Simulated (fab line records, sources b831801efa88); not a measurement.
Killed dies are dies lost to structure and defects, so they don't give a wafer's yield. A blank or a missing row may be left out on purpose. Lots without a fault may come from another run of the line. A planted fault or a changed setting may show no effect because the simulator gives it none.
fab line records | flow gf180mcu
record lots=5 wafers=15 last_day=34
route steps=602 shown V1@344 M2@362
lots that met no fault: from a run of the same line without faults
start_h: hours from the record's first day to the start of the lot's first wafer shown | wait_h: hours since the lot's step before | " the same as in the row above | L1.1+2: a row that stands for several wafers | - no value, or no start given | * or withheld: withheld | < > ~ a bound
route shown NAME@n: a module of which the file shows steps, and the number in the route of the first | usual: mean/standard deviation of fault-free wafers | same: alike in all rows | chamber/n: place in a boat | sites: the reading at each site | _std_site: their standard deviation | _edge_site: outer sites' mean less inner sites' | radius_mm: how far each site lies from the wafer's centre | mask NAME#n: copy n | behind: the tool/chamber that last shaped the wafer | hold: why the lot was held/for how many hours/how that ended | device: the transistor (n, p or np) that didn't switch | end of line: the same wafers' tests at the end of the route | a step without rows: its recipe alone | killed: dies lost to structure and defects at the first sort, not the wafer's yield | map: a wafer's dies, x killed, . not, _ none there
set.NAME: the setting as run; set.NAME@STEP: as run at that earlier step | model.NAME: the simulator's own value behind a step, which no gauge read
lots at some steps of the route; a table a step, a row a wafer
services: from which hour (start_h, from the record's first day; less than 0 if before it) a tool's chamber was out of use, for how many hours, and why
## steps
# step GF_V1_COAT_09
# recipe resist=KrF spin_rpm=withheld resist_thk_nm=1000
# columns lot.wafer tool chamber start_h wait_h
L076.1+2+6 litho_track-04 0 - -
L079.1+3+6 litho_track-04 0 - -
L082.1+2+5 litho_track-04 0 - -
L089.1+4+6 litho_track-04 0 - -
L097.2+5+6 litho_track-03 0 - -
# step GF_V1_SOFTBAKE_10
# recipe temp_c=130 time_s=60 resist=KrF
# usual heater_power_total_W=93.05/0.065
# columns lot.wafer tool chamber start_h wait_h heater_power_total_W
L076.1 litho_track-04 0 - - 93.10
L076.2 " 0 " " 93.00
L076.6 " 0 " " 93.05
L079.1 litho_track-04 0 - - 93.14
L079.3 " 0 " " 93.05
L079.6 " 0 " " 93.06
L082.1 litho_track-04 0 - - 93.06
L082.2 " 0 " " 93.07
L082.5 " 0 " " 93.14
L089.1 litho_track-04 0 - - 93.12
L089.4 " 0 " " 93.07
L089.6 " 0 " " 93.01
L097.2 litho_track-03 0 - - 93.14
L097.5 " 0 " " 93.10
L097.6 " 0 " " 93.03
# step GF_V1_EXPOSE_11
# recipe mask_id=Via1 target_cd_nm=260 na=0.68 source_shape=conventional sigma_outer=0.6 dose_mj=38
# columns lot.wafer tool chamber start_h wait_h mask
L076.1+2+6 krf_scanner-02 0 - - Via1#0
L079.1+3+6 krf_scanner-02 0 - - Via1#0
L082.1+2+5 krf_scanner-02 0 - - Via1#0
L089.1+4+6 krf_scanner-02 0 - - Via1#0
L097.2+5+6 krf_scanner-01 0 - - Via1#0
# step GF_V1_PEB_12
# recipe peb_temp_c=135 peb_time_s=90 resist=KrF
# usual heater_power_total_W=85.69/0.09
# columns lot.wafer tool chamber start_h wait_h heater_power_total_W
L076.1 litho_track-01 0 - - 85.77
L076.2 " 0 " " 85.77
L076.6 " 0 " " 85.66
L079.1 litho_track-04 0 - - 85.81
L079.3 " 0 " " 85.55
L079.6 " 0 " " 85.82
L082.1 litho_track-03 0 - - 85.76
L082.2 " 0 " " 85.75
L082.5 " 0 " " 85.60
L089.1 litho_track-03 0 - - 85.76
L089.4 " 0 " " 85.81
L089.6 " 0 " " 85.71
L097.2 litho_track-03 0 - - 85.67
L097.5 " 0 " " 85.65
L097.6 " 0 " " 85.82
# step GF_V1_DEVELOP_13
# recipe develop_time_s=60 resist=KrF dev_temp_c=21
# columns lot.wafer tool chamber start_h wait_h
L076.1+2+6 litho_track-01 0 421.54 0.2
L079.1+3+6 litho_track-04 0 457.61 0.2
L082.1+2+5 litho_track-03 0 486.32 0.2
L089.1+4+6 litho_track-03 0 539.32 0.2
L097.2+5+6 litho_track-03 0 605.40 0.2
# step GF_V1_CD_MEAS_14
# recipe target_cd_nm=260
# usual cd_nm=260.4/0.92
# columns lot.wafer tool chamber start_h wait_h cd_nm
L076.1 cd_sem-01 - 421.69 0.1 260.4
L076.2 " - " " 260.9
L076.6 " - " " 261.9
L079.1 cd_sem-02 - 457.76 0.1 260.4
L079.3 " - " " 258.7
L079.6 " - " " 260.3
L082.1 cd_sem-02 - 486.47 0.1 261.2
L082.2 " - " " 260.9
L082.5 " - " " 259.8
L089.1 cd_sem-02 - 539.47 0.1 260.0
L089.4 " - " " 261.5
L089.6 " - " " 262.6
L097.2 cd_sem-01 - 605.54 0.1 260.3
L097.5 " - " " 261.1
L097.6 " - " " 261.2
# step GF_V1_OVL_MEAS_15
# usual V1_OVL=2/5.6
# columns lot.wafer tool chamber start_h wait_h V1_OVL[nm]
L076.1 overlay-02 - 421.81 0.1 -2
L076.2 " - " " -3
L076.6 " - " " -3
L079.1 overlay-01 - 457.88 0.1 7
L079.3 " - " " 11
L079.6 " - " " 4
L082.1 overlay-01 - 486.59 0.1 9
L082.2 " - " " 9
L082.5 " - " " 8
L089.1 overlay-02 - 539.59 0.1 4
L089.4 " - " " 2
L089.6 " - " " 0
L097.2 overlay-02 - 605.65 0.1 -4
L097.5 " - " " -1
L097.6 " - " " 6
# step GF_V1_ETCH_16
# recipe chemistry=N2/H2 target_depth_a=withheld overetch_a=withheld time_s=withheld target=BARC ion_energy_ev=200 source_w=500 bias_w=100 pressure_mtorr=30 n2_flow_sccm=100 h2_flow_sccm=200
# usual drypump_motor_current_A=6.1/0.41 oes_product_au=0.855/0.005 rf_fwd_power_W=495.0/2.3 throttle_valve_pct=13.226/0.0093
# columns lot.wafer tool chamber start_h wait_h drypump_motor_current_A oes_product_au rf_fwd_power_W throttle_valve_pct
L076.1 rie_diel-03 2 421.84 0.0 6.0 0.861 494.1 13.229
L076.2 " 3 " " 5.4 0.855 495.4 13.208
L076.6 " 0 " " 6.1 0.855 498.7 13.232
L079.1 rie_diel-02 3 457.91 0.0 6.3 0.857 495.5 13.231
L079.3 " 2 " " 5.2 0.861 495.2 13.217
L079.6 " 0 " " 6.1 0.856 495.5 13.226
L082.1 rie_diel-02 1 486.63 0.0 5.5 0.857 498.0 13.203
L082.2 " 0 " " 6.1 0.864 493.8 13.213
L082.5 " 0 " " 6.1 0.854 493.8 13.228
L089.1 rie_diel-04 1 539.63 0.0 6.4 0.848 496.8 13.223
L089.4 " 2 " " 6.4 0.853 490.3 13.218
L089.6 " 2 " " 6.5 0.853 492.1 13.211
L097.2 rie_diel-04 3 605.68 0.0 6.2 0.854 496.9 13.228
L097.5 " 0 " " 6.4 0.852 493.9 13.232
L097.6 " 3 " " 6.2 0.852 494.9 13.239
# step GF_V1_ETCH_17
# recipe chemistry=C4F8/O2/Ar mask_material=KrF target=SiO2 stop_on=TiN source_w=1500 bias_w=1200 pressure_mtorr=40 c4f8_flow_sccm=withheld O2_flow_sccm=6 Ar_flow_sccm=300 time_s=withheld target_depth_a=6300
# usual oes_product_au=0.856/0.0052 rf_fwd_power_W=1493/5.1
# columns lot.wafer tool chamber start_h wait_h oes_product_au rf_fwd_power_W
L076.1 rie_diel-03 2 - - 0.865 1482
L076.2 " 3 " " 0.864 1495
L076.6 " 0 " " 0.860 1492
L079.1 rie_diel-02 3 - - 0.844 1498
L079.3 " 2 " " 0.859 1494
L079.6 " 0 " " 0.853 1491
L082.1 rie_diel-02 1 - - 0.860 1495
L082.2 " 0 " " 0.866 1489
L082.5 " 0 " " 0.849 1490
L089.1 rie_diel-04 1 - - 0.864 1496
L089.4 " 2 " " 0.857 1491
L089.6 " 2 " " 0.841 1493
L097.2 rie_diel-04 3 - - 0.853 1494
L097.5 " 0 " " 0.862 1497
L097.6 " 3 " " 0.864 1497
# step GF_V1_STRIP_18
# recipe chemistry=O2/N2 power_w=1400 pressure_mtorr=1500 platen_temp_c=250 o2_flow_sccm=3000 n2_flow_sccm=300 overash_fraction=0.5
# usual drypump_motor_current_A=5.48/0.3 heater_power_w=335/14 oes_product_au=0.592/0.0045
# same overash_fraction=0.5
# columns lot.wafer tool chamber start_h wait_h drypump_motor_current_A heater_power_w oes_product_au rf_hours_counter_h
L076.1 plasma_asher-03 1 421.97 - 5.27 340 0.586 60
L076.2 " 0 " " 5.85 348 0.587 60
L076.6 " 1 " " 5.27 328 0.582 -
L079.1 plasma_asher-04 0 458.04 - 5.36 326 0.592 2
L079.3 " 1 " " 5.78 353 0.590 -
L079.6 " 0 " " 5.37 326 0.592 -
L082.1 plasma_asher-02 1 486.76 - 5.02 305 0.591 39
L082.2 " 0 " " 5.59 355 0.588 39
L082.5 " 1 " " 5.02 309 0.588 -
L089.1 plasma_asher-03 0 539.76 - 5.84 351 0.595 72
L089.4 " 1 " " 5.27 324 0.598 -
L089.6 " 0 " " 5.84 338 0.590 -
L097.2 plasma_asher-02 1 605.81 - 5.03 308 0.600 51
L097.5 " 0 " " 5.62 359 0.585 -
L097.6 " 1 " " 5.03 313 0.589 -
# step GF_V1_STRIP_19
# recipe chemistry=post_etch_residue_remover time_s=1200 temp_c=72.5
# columns lot.wafer tool chamber start_h wait_h
L076.1+2+6 wet_bench-01 0 422.07 0.1
L079.1+3+6 wet_bench-04 0 458.14 0.1
L082.1+2+5 wet_bench-01 0 486.86 0.1
L089.1+4+6 wet_bench-04 0 539.86 0.1
L097.2+5+6 wet_bench-01 2 605.91 0.1
# step GF_V1_CLEAN_20
# recipe chemistry=DIW dry=n2_spin
# columns lot.wafer tool chamber start_h wait_h
L076.1+2+6 wet_bench-02 0 422.45 0.0
L079.1+3+6 wet_bench-01 0 458.83 0.0
L082.1+2+5 wet_bench-02 2 487.20 0.0
L089.1+4+6 wet_bench-02 1 540.20 0.0
L097.2+5+6 wet_bench-04 3 606.25 0.0
# step GF_V1_SPUTTER_21
# recipe material=Ti target_thk_nm=15 chamber_pressure_pa=5 power_w=2500 substrate_temp_c=200 time_s=80.02
# usual throttle_valve_pct=30.1/0.93
# columns lot.wafer tool chamber start_h wait_h throttle_valve_pct
L076.1 pvd_sputter-04 - 422.54 0.0 30.1
L076.2 " - " " 30.7
L076.6 " - " " 30.2
L079.1 pvd_sputter-02 - 458.92 0.0 29.6
L079.3 " - " " 31.1
L079.6 " - " " 29.8
L082.1 pvd_sputter-04 - 487.31 0.0 29.5
L082.2 " - " " 30.0
L082.5 " - " " 29.9
L089.1 pvd_sputter-03 - 540.29 0.0 31.6
L089.4 " - " " 28.3
L089.6 " - " " 31.5
L097.2 pvd_sputter-04 - 606.34 0.0 30.7
L097.5 " - " " 30.6
L097.6 " - " " 29.5
# step GF_V1_SPUTTER_22
# recipe material=TiN target_thk_nm=10 chamber_pressure_pa=5 power_w=4000 time_s=40
# usual throttle_valve_pct=30.1/0.91
# columns lot.wafer tool chamber start_h wait_h throttle_valve_pct
L076.1 pvd_sputter-04 - 422.60 0.0 29.8
L076.2 " - " " 30.8
L076.6 " - " " 30.0
L079.1 pvd_sputter-02 - 458.98 0.0 29.7
L079.3 " - " " 31.3
L079.6 " - " " 29.6
L082.1 pvd_sputter-04 - 487.37 0.0 29.3
L082.2 " - " " 29.9
L082.5 " - " " 29.7
L089.1 pvd_sputter-03 - 540.35 0.0 31.2
L089.4 " - " " 28.3
L089.6 " - " " 31.5
L097.2 pvd_sputter-04 - 606.40 0.0 30.8
L097.5 " - " " 31.0
L097.6 " - " " 29.7
# step GF_V1_CVD_23
# recipe material=W target_thk_nm=350 time_s=105.05 temp_c=400 pressure_torr=40
# usual heater_power_w=906/100
# columns lot.wafer tool chamber start_h wait_h heater_power_w
L076.1 cvd_w-01 0 422.64 0.0 884
L076.2 " 1 " " 1034
L076.6 " 0 " " 858
L079.1 cvd_w-01 0 459.02 0.0 853
L079.3 " 1 " " 1038
L079.6 " 1 " " 1012
L082.1 cvd_w-02 1 487.41 0.0 753
L082.2 " 0 " " 960
L082.5 " 0 " " 961
L089.1 cvd_w-02 1 540.39 0.0 738
L089.4 " 1 " " 752
L089.6 " 1 " " 754
L097.2 cvd_w-02 1 606.44 0.0 759
L097.5 " 1 " " 758
L097.6 " 0 " " 942
# step GF_V1_RS_MEAS_24
# recipe thk_meas_gauge=four-point-probe reads=W_of_V1_CVD_23+TiN_of_V1_SPUTTER_22+Ti_of_V1_SPUTTER_21
# usual V1_W_RS=0.325/0.0047
# columns lot.wafer tool chamber start_h wait_h V1_W_RS[ohm/sq]
L076.1 film_metro-03 - 422.75 0.1 0.323
L076.2 " - " " 0.324
L076.6 " - " " 0.324
L079.1 film_metro-02 - 459.13 0.1 0.316
L079.3 " - " " 0.318
L079.6 " - " " 0.317
L082.1 film_metro-03 - 487.52 0.1 0.329
L082.2 " - " " 0.327
L082.5 " - " " 0.327
L089.1 film_metro-02 - 540.50 0.1 0.331
L089.4 " - " " 0.329
L089.6 " - " " 0.328
L097.2 film_metro-03 - 606.57 0.1 0.332
L097.5 " - " " 0.334
L097.6 " - " " 0.332
# step GF_V1_THK_MEAS_25
# recipe thk_meas_gauge=xrf reads=W_of_V1_CVD_23
# usual V1_W_THK=342/5
# columns lot.wafer tool chamber start_h wait_h V1_W_THK[nm]
L076.1 film_metro-03 - 422.87 0.1 342
L076.2 " - " " 345
L076.6 " - " " 344
L079.1 film_metro-02 - 459.25 0.1 352
L079.3 " - " " 351
L079.6 " - " " 353
L082.1 film_metro-03 - 487.64 0.1 343
L082.2 " - " " 342
L082.5 " - " " 342
L089.1 film_metro-02 - 540.62 0.1 335
L089.4 " - " " 336
L089.6 " - " " 338
L097.2 film_metro-03 - 606.68 0.1 335
L097.5 " - " " 334
L097.6 " - " " 337
# step GF_V1_CMP_26
# recipe stop_on=SiO2 down_force_psi=3.5 platen_rpm=60 t_overpolish_s=15 target_thk_nm=0 pad_velocity_m_s=0.94248
# usual motor_current_A=11.3/0.88 overpolish_run_s=14.999/0.0092 time_to_endpoint_s=85.1/3
# columns lot.wafer tool chamber start_h wait_h motor_current_A overpolish_run_s time_to_endpoint_s
L076.2 cmp-02 2 422.93 0.0 11.2 15.002 87.2
L076.1 " 1 " " 11.9 14.992 86.3
L076.6 " 3 " " 12.6 14.987 89.7
L079.3 cmp-02 3 459.31 0.0 11.9 14.996 88.0
L079.1 " 0 " " 11.3 15.004 91.2
L079.6 " 0 " " 11.2 14.993 89.5
L082.2 cmp-01 3 487.80 0.1 11.4 14.996 82.2
L082.1 " 0 " " 10.4 14.986 81.5
L082.5 " 2 " " 12.0 15.004 87.5
L089.1 cmp-01 0 540.68 0.1 11.4 14.999 82.5
L089.4 " 1 " " 9.6 15.001 80.3
L089.6 " 0 " " 11.2 15.002 84.1
L097.2 cmp-01 3 606.88 0.2 11.4 14.993 83.9
L097.6 " 0 " " 11.1 14.995 86.3
L097.5 " 1 " " 9.5 15.017 81.3
# step GF_M2_SPUTTER_00
# recipe material=Ti target_thk_nm=37.5 arriving_ion_energy_ev=80 substrate_temp_c=200 chamber_pressure_pa=2 power_w=4000 time_s=150
# usual throttle_valve_pct=29.5/1.2
# columns lot.wafer tool chamber start_h wait_h throttle_valve_pct
L076.1 pvd_sputter-01 - 423.23 0.1 28.7
L076.2 " - " " 30.7
L076.6 " - " " 30.1
L079.1 pvd_sputter-04 - 459.61 0.2 30.7
L079.3 " - " " 31.0
L079.6 " - " " 30.7
L082.1 pvd_sputter-01 - 488.00 0.1 27.7
L082.2 " - " " 30.4
L082.5 " - " " 28.5
L089.1 pvd_sputter-04 - 540.98 0.2 31.0
L089.4 " - " " 30.9
L089.6 " - " " 29.6
L097.2 pvd_sputter-03 - 607.03 0.1 31.5
L097.5 " - " " 30.3
L097.6 " - " " 29.6
# step GF_M2_SPUTTER_01
# recipe material=TiN target_thk_nm=30 power_w=6500 time_s=25 chamber_pressure_pa=0.4
# usual throttle_valve_pct=29.5/1.2
# columns lot.wafer tool chamber start_h wait_h throttle_valve_pct
L076.1 pvd_sputter-01 - 423.33 0.1 28.7
L076.2 " - " " 30.6
L076.6 " - " " 30.7
L079.1 pvd_sputter-04 - 459.71 0.1 30.5
L079.3 " - " " 31.0
L079.6 " - " " 31.0
L082.1 pvd_sputter-01 - 488.10 0.1 27.8
L082.2 " - " " 30.6
L082.5 " - " " 28.9
L089.1 pvd_sputter-04 - 541.08 0.1 30.8
L089.4 " - " " 30.7
L089.6 " - " " 29.4
L097.2 pvd_sputter-03 - 607.13 0.1 31.5
L097.5 " - " " 30.0
L097.6 " - " " 29.6
# step GF_M2_SPUTTER_02
# recipe material=AlCu target_thk_nm=450 power_w=10600 time_s=23.9 chamber_pressure_pa=0.4
# usual throttle_valve_pct=29.5/1.2
# columns lot.wafer tool chamber start_h wait_h throttle_valve_pct
L076.1 pvd_sputter-01 - 423.36 0.0 28.5
L076.2 " - " " 30.4
L076.6 " - " " 30.5
L079.1 pvd_sputter-04 - 459.74 0.0 30.6
L079.3 " - " " 31.0
L079.6 " - " " 30.7
L082.1 pvd_sputter-01 - 488.13 0.0 27.6
L082.2 " - " " 30.4
L082.5 " - " " 28.6
L089.1 pvd_sputter-04 - 541.12 0.0 30.9
L089.4 " - " " 30.8
L089.6 " - " " 29.5
L097.2 pvd_sputter-03 - 607.16 0.0 31.6
L097.5 " - " " 30.2
L097.6 " - " " 29.6
# step GF_M2_SPUTTER_03
# recipe material=Ti target_thk_nm=10 substrate_temp_c=300 chamber_pressure_pa=0.3 power_w=3000 time_s=6.7
# usual throttle_valve_pct=29.5/1.2
# columns lot.wafer tool chamber start_h wait_h throttle_valve_pct
L076.1 pvd_sputter-01 - 423.39 0.0 28.7
L076.2 " - " " 30.7
L076.6 " - " " 30.7
L079.1 pvd_sputter-04 - 459.77 0.0 30.8
L079.3 " - " " 30.8
L079.6 " - " " 30.7
L082.1 pvd_sputter-01 - 488.16 0.0 27.8
L082.2 " - " " 30.6
L082.5 " - " " 28.9
L089.1 pvd_sputter-04 - 541.15 0.0 30.6
L089.4 " - " " 30.7
L089.6 " - " " 29.4
L097.2 pvd_sputter-03 - 607.19 0.0 31.5
L097.5 " - " " 30.2
L097.6 " - " " 29.9
# step GF_M2_SPUTTER_04
# recipe material=TiN target_thk_nm=50 power_w=6500 time_s=41.7 chamber_pressure_pa=0.4
# usual throttle_valve_pct=29.5/1.2
# columns lot.wafer tool chamber start_h wait_h throttle_valve_pct
L076.1 pvd_sputter-01 - 423.41 0.0 28.6
L076.2 " - " " 30.2
L076.6 " - " " 30.3
L079.1 pvd_sputter-04 - 459.79 0.0 30.8
L079.3 " - " " 31.1
L079.6 " - " " 30.7
L082.1 pvd_sputter-01 - 488.18 0.0 27.5
L082.2 " - " " 30.5
L082.5 " - " " 28.5
L089.1 pvd_sputter-04 - 541.17 0.0 30.8
L089.4 " - " " 30.8
L089.6 " - " " 29.5
L097.2 pvd_sputter-03 - 607.22 0.0 31.4
L097.5 " - " " 30.1
L097.6 " - " " 29.7
# step GF_M2_RS_MEAS_05
# recipe thk_meas_gauge=four-point-probe reads=TiN_of_M2_SPUTTER_04+Ti_of_M2_SPUTTER_03+AlCu_of_M2_SPUTTER_02+TiN_of_M2_SPUTTER_01+Ti_of_M2_SPUTTER_00
# usual M2_ALCU_RS=0.0695/0.00082
# columns lot.wafer tool chamber start_h wait_h M2_ALCU_RS[ohm/sq]
L076.1 film_metro-03 - 423.45 0.0 0.0696
L076.2 " - " " 0.0687
L076.6 " - " " 0.0686
L079.1 film_metro-02 - 459.83 0.0 0.0702
L079.3 " - " " 0.0697
L079.6 " - " " 0.0701
L082.1 film_metro-01 - 488.22 0.0 0.0706
L082.2 " - " " 0.0694
L082.5 " - " " 0.0704
L089.1 film_metro-03 - 541.21 0.0 0.0689
L089.4 " - " " 0.0701
L089.6 " - " " 0.0683
L097.2 film_metro-03 - 607.27 0.0 0.0685
L097.5 " - " " 0.0695
L097.6 " - " " 0.0688
# step GF_M2_THK_MEAS_06
# recipe thk_meas_gauge=xrf reads=AlCu_of_M2_SPUTTER_02
# usual M2_ALCU_THK=451/6
# columns lot.wafer tool chamber start_h wait_h M2_ALCU_THK[nm]
L076.1 film_metro-03 - 423.57 0.1 448
L076.2 " - " " 452
L076.6 " - " " 455
L079.1 film_metro-02 - 459.95 0.1 448
L079.3 " - " " 452
L079.6 " - " " 449
L082.1 film_metro-01 - 488.34 0.1 445
L082.2 " - " " 452
L082.5 " - " " 443
L089.1 film_metro-03 - 541.33 0.1 455
L089.4 " - " " 447
L089.6 " - " " 457
L097.2 film_metro-03 - 607.38 0.1 452
L097.5 " - " " 446
L097.6 " - " " 451
# step GF_M2_DEHYDRATE_07
# recipe temp_c=200 time_s=60
# usual heater_power_total_W=160.37/0.12
# columns lot.wafer tool chamber start_h wait_h heater_power_total_W
L076.1 litho_track-02 0 434.81 11.2 160.39
L076.2 " 0 " " 160.52
L076.6 " 0 " " 160.09
L079.1 litho_track-04 0 471.41 11.4 160.48
L079.3 " 0 " " 160.35
L079.6 " 0 " " 160.21
L082.1 litho_track-02 0 499.31 11.0 160.30
L082.2 " 0 " " 160.39
L082.5 " 0 " " 160.46
L089.1 litho_track-03 0 552.32 11.0 160.62
L089.4 " 0 " " 160.25
L089.6 " 0 " " 160.36
L097.2 litho_track-03 0 617.00 9.6 160.26
L097.5 " 0 " " 160.23
L097.6 " 0 " " 160.10
# step GF_M2_HMDS_08
# recipe prime_time_s=60 prime_temp_c=120
# columns lot.wafer tool chamber start_h wait_h
L076.1+2+6 litho_track-02 0 434.96 0.1
L079.1+3+6 litho_track-04 0 471.56 0.1
L082.1+2+5 litho_track-02 0 499.46 0.1
L089.1+4+6 litho_track-03 0 552.47 0.1
L097.2+5+6 litho_track-03 0 617.15 0.1
# step GF_M2_COAT_09
# recipe resist=KrF spin_rpm=withheld resist_thk_nm=1000
# columns lot.wafer tool chamber start_h wait_h
L076.1+2+6 litho_track-02 0 435.11 0.1
L079.1+3+6 litho_track-04 0 471.71 0.1
L082.1+2+5 litho_track-02 0 499.61 0.1
L089.1+4+6 litho_track-03 0 552.62 0.1
L097.2+5+6 litho_track-03 0 617.30 0.1
# step GF_M2_SOFTBAKE_10
# recipe temp_c=130 time_s=60 resist=KrF
# usual heater_power_total_W=93.05/0.06
# columns lot.wafer tool chamber start_h wait_h heater_power_total_W
L076.1 litho_track-02 0 435.26 0.1 93.13
L076.2 " 0 " " 92.98
L076.6 " 0 " " 93.09
L079.1 litho_track-04 0 471.86 0.1 92.94
L079.3 " 0 " " 92.98
L079.6 " 0 " " 92.97
L082.1 litho_track-02 0 499.76 0.1 93.10
L082.2 " 0 " " 92.84
L082.5 " 0 " " 93.01
L089.1 litho_track-03 0 552.77 0.1 93.09
L089.4 " 0 " " 93.05
L089.6 " 0 " " 93.06
L097.2 litho_track-03 0 617.45 0.1 93.08
L097.5 " 0 " " 93.09
L097.6 " 0 " " 92.99
# step GF_M2_EXPOSE_11
# recipe mask_id=Metal2 target_cd_nm=280 na=0.68 source_shape=conventional sigma_outer=0.6 dose_mj=28
# columns lot.wafer tool chamber start_h wait_h mask
L076.1+2+6 krf_scanner-02 0 - - Metal2#0
L079.1+3+6 krf_scanner-02 0 - - Metal2#0
L082.1+2+5 krf_scanner-02 0 - - Metal2#0
L089.1+4+6 krf_scanner-01 0 - - Metal2#0
L097.2+5+6 krf_scanner-01 0 - - Metal2#0
# step GF_M2_PEB_12
# recipe peb_temp_c=135 peb_time_s=90 resist=KrF
# usual heater_power_total_W=85.70/0.087
# columns lot.wafer tool chamber start_h wait_h heater_power_total_W
L076.1 litho_track-04 0 - - 85.81
L076.2 " 0 " " 85.69
L076.6 " 0 " " 85.78
L079.1 litho_track-02 0 - - 85.62
L079.3 " 0 " " 85.86
L079.6 " 0 " " 85.77
L082.1 litho_track-02 0 - - 85.75
L082.2 " 0 " " 85.71
L082.5 " 0 " " 85.80
L089.1 litho_track-02 0 - - 85.77
L089.4 " 0 " " 85.73
L089.6 " 0 " " 85.76
L097.2 litho_track-02 0 - - 85.56
L097.5 " 0 " " 85.76
L097.6 " 0 " " 85.62
# step GF_M2_DEVELOP_13
# recipe develop_time_s=60 dev_temp_c=21
# columns lot.wafer tool chamber start_h wait_h
L076.1+2+6 litho_track-04 0 447.31 0.2
L079.1+3+6 litho_track-02 0 485.01 0.2
L082.1+2+5 litho_track-02 0 511.51 0.2
L089.1+4+6 litho_track-02 0 563.06 0.2
L097.2+5+6 litho_track-02 0 627.33 0.2
# step GF_M2_CD_MEAS_14
# recipe target_cd_nm=280
# usual cd_nm=279.9/1.2
# columns lot.wafer tool chamber start_h wait_h cd_nm
L076.1 cd_sem-02 - 447.46 0.1 282.4
L076.2 " - " " 281.6
L076.6 " - " " 283.2
L079.1 cd_sem-02 - 485.16 0.1 279.3
L079.3 " - " " 280.6
L079.6 " - " " 280.7
L082.1 cd_sem-02 - 511.66 0.1 279.9
L082.2 " - " " 279.1
L082.5 " - " " 279.2
L089.1 cd_sem-01 - 563.21 0.1 281.2
L089.4 " - " " 281.0
L089.6 " - " " 281.7
L097.2 cd_sem-02 - 627.48 0.1 281.2
L097.5 " - " " 280.7
L097.6 " - " " 280.5
# step GF_M2_OVL_MEAS_15
# usual M2_OVL=0/5.1
# columns lot.wafer tool chamber start_h wait_h M2_OVL[nm]
L076.1 overlay-01 - 447.58 0.1 3
L076.2 " - " " -4
L076.6 " - " " -2
L079.1 overlay-01 - 485.28 0.1 2
L079.3 " - " " 9
L079.6 " - " " 9
L082.1 overlay-02 - 511.78 0.1 0
L082.2 " - " " -6
L082.5 " - " " -1
L089.1 overlay-01 - 563.33 0.1 0
L089.4 " - " " 0
L089.6 " - " " 5
L097.2 overlay-01 - 627.58 0.1 -5
L097.5 " - " " -4
L097.6 " - " " -7
# step GF_M2_METAL_ETCH_16
# recipe chemistry=Cl2/BCl3 mask_material=KrF target_depth_nm=627.5 stop_on=SiO2 pressure_mtorr=8 icp_w=800 bias_w=140 Cl2_flow_sccm=80 bcl3_flow_sccm=40 time_s=104.6
# usual drypump_motor_current_A=5.6/0.37 oes_product_au=0.972/0.007 rf_fwd_power_W=794.9/3 throttle_valve_pct=28.249/0.01
# columns lot.wafer tool chamber start_h wait_h drypump_motor_current_A oes_product_au rf_fwd_power_W rf_hours_counter_h throttle_valve_pct
L076.1 rie_metal-04 1 447.61 0.0 5.6 0.977 797.7 0 28.246
L076.2 " 0 " " 5.3 0.973 795.3 9 28.258
L076.6 " 0 " " 5.4 0.971 795.4 - 28.257
L079.1 rie_metal-03 0 485.31 0.0 5.3 0.968 795.5 1 28.262
L079.3 " 1 " " 6.6 0.970 788.9 - 28.247
L079.6 " 1 " " 6.6 0.962 792.2 - 28.256
L082.1 rie_metal-04 0 511.81 0.0 5.4 0.968 792.6 11 28.250
L082.2 " 1 " " 5.5 0.979 796.1 2 28.241
L082.5 " 1 " " 5.6 0.966 795.7 - 28.248
L089.1 rie_metal-02 1 563.36 0.0 5.5 0.970 795.4 1 28.250
L089.4 " 0 " " 6.0 0.973 794.4 - 28.257
L089.6 " 1 " " 5.5 0.980 796.1 - 28.236
L097.2 rie_metal-04 1 627.61 0.0 5.6 0.975 801.8 6 28.248
L097.5 " 1 " " 5.5 0.973 801.1 - 28.245
L097.6 " 0 " " 5.4 0.980 792.2 - 28.242
# step GF_M2_STRIP_17
# recipe chemistry=O2/N2 power_w=1400 pressure_mtorr=1500 platen_temp_c=250 o2_flow_sccm=3000 n2_flow_sccm=300 overash_fraction=0.5
# usual drypump_motor_current_A=5.4/0.31 heater_power_w=346/28 oes_product_au=0.558/0.0056 strip_time_to_endpoint_s=7.88/0.049
# same overash_fraction=0.5
# columns lot.wafer tool chamber start_h wait_h drypump_motor_current_A heater_power_w oes_product_au rf_hours_counter_h strip_time_to_endpoint_s
L076.1 plasma_asher-01 0 447.73 0.1 5.9 391 0.559 83 7.86
L076.2 " 1 " " 5.5 376 0.552 83 7.92
L076.6 " 1 " " 5.5 373 0.565 - 7.94
L079.1 plasma_asher-02 0 485.43 0.1 5.6 357 0.561 39 7.90
L079.3 " 0 " " 5.6 355 0.563 - 7.86
L079.6 " 0 " " 5.6 367 0.549 - 7.87
L082.1 plasma_asher-02 1 511.93 0.1 5.0 309 0.559 41 7.89
L082.2 " 0 " " 5.6 360 0.559 41 7.86
L082.5 " 1 " " 5.0 318 0.548 - 7.88
L089.1 plasma_asher-02 1 563.48 0.1 5.0 308 0.561 47 7.80
L089.4 " 0 " " 5.6 356 0.555 - 7.85
L089.6 " 0 " " 5.6 340 0.553 - 7.84
L097.2 plasma_asher-01 0 627.73 0.1 5.9 391 0.565 104 7.95
L097.5 " 0 " " 5.9 395 0.563 - 7.93
L097.6 " 1 " " 5.5 355 0.555 - 7.91
## services
# columns tool chamber start_h hours kind
pvd_sputter-03 - 393.39 8.6 repair
pvd_sputter-01 - 401.74 0.9 repair
pvd_sputter-03 - 402.74 4.4 repair
plasma_asher-02 - 404.19 2.8 pm
plasma_asher-02 - 415.67 1.5 repair
krf_scanner-02 - 423.74 0.8 pm
plasma_asher-02 - 432.48 2.2 repair
rie_diel-02 3 468.43 7.2 repair
rie_diel-02 3 482.49 9.6 repair
rie_diel-02 1 493.73 11.9 repair
krf_scanner-02 - 494.60 1.0 pm
krf_scanner-02 - 508.64 1.3 pm
pvd_sputter-01 - 528.28 6.5 repair
rie_diel-02 - 541.36 1.0 repair
pvd_sputter-04 - 544.21 2.5 repair
pvd_sputter-03 - 546.44 6.0 repair
rie_diel-04 3 567.71 4.1 repair
rie_diel-02 0 570.49 12.4 repair
rie_diel-04 3 577.34 3.4 repair
rie_diel-02 3 585.53 8.2 repair
krf_scanner-02 - 586.37 0.3 repair
krf_scanner-02 - 592.54 0.8 pm
krf_scanner-02 - 598.61 0.5 repair
plasma_asher-02 - 607.08 4.0 repair
## key
fault none
